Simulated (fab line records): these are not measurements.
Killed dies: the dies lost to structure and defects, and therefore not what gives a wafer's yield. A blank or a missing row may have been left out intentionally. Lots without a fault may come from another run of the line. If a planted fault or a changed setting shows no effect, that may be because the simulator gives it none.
Chamber matching	flow gf180mcu	GF_V3_CMP_04 on cmp-02: 4 sister chambers
The step polishes SiO2. 8 wafers are shown with their chamber, then 7 later ones without.

WAFERS PAIRED WITH THEIR CHAMBERS
wafer	chamber	motor_current_A (A)	time_to_endpoint_s (s)
L908.6	0	12.2	78
L911.5	1	12.4	76
L912.4	0	12.9	74
L913.2	2	11.0	80
L913.5	2	11.7	82
L913.6	3	11.9	94
L915.2	1	12.3	77
L915.4	3	12.2	92

WAFERS WHOSE CHAMBER IS MISSING
wafer	motor_current_A (A)	time_to_endpoint_s (s)
L915.5	12.1	81
L916.1	11.8	90
L916.2	11.2	81
L916.4	12.7	87
L930.2	12.3	75
L930.3	12.2	77
L930.6	12.4	74

WHICH CHAMBER EACH WENT THROUGH
wafer	from the rows above	in truth
L915.5	can't be placed: 2 or 1 or 0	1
L916.1	3	3
L916.2	2	2
L916.4	can't be placed: 3 or 2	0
L930.2	can't be placed: 1 or 0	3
L930.3	can't be placed: 1 or 0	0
L930.6	can't be placed: 0 or 1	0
Correctly placed: 2 of 7. Unplaceable from these rows: 5, with the true chamber sitting among the candidates in 3. Placed wrongly: 0.
How it was worked out, from the rows above alone: a wafer's distance from a chamber is the root of the sum, over the readings, of the square of ((its reading less the chamber's mean) divided by the reading's scatter). If the next closest chamber is less than 2 further off than the closest, the wafer can't be placed; otherwise it belongs to the closest. Each chamber's mean is taken over the wafers shown for it. The scatter: the root of (the sum of the squares of (reading less its chamber's mean) over the shown wafers, divided by (wafers less chambers)).
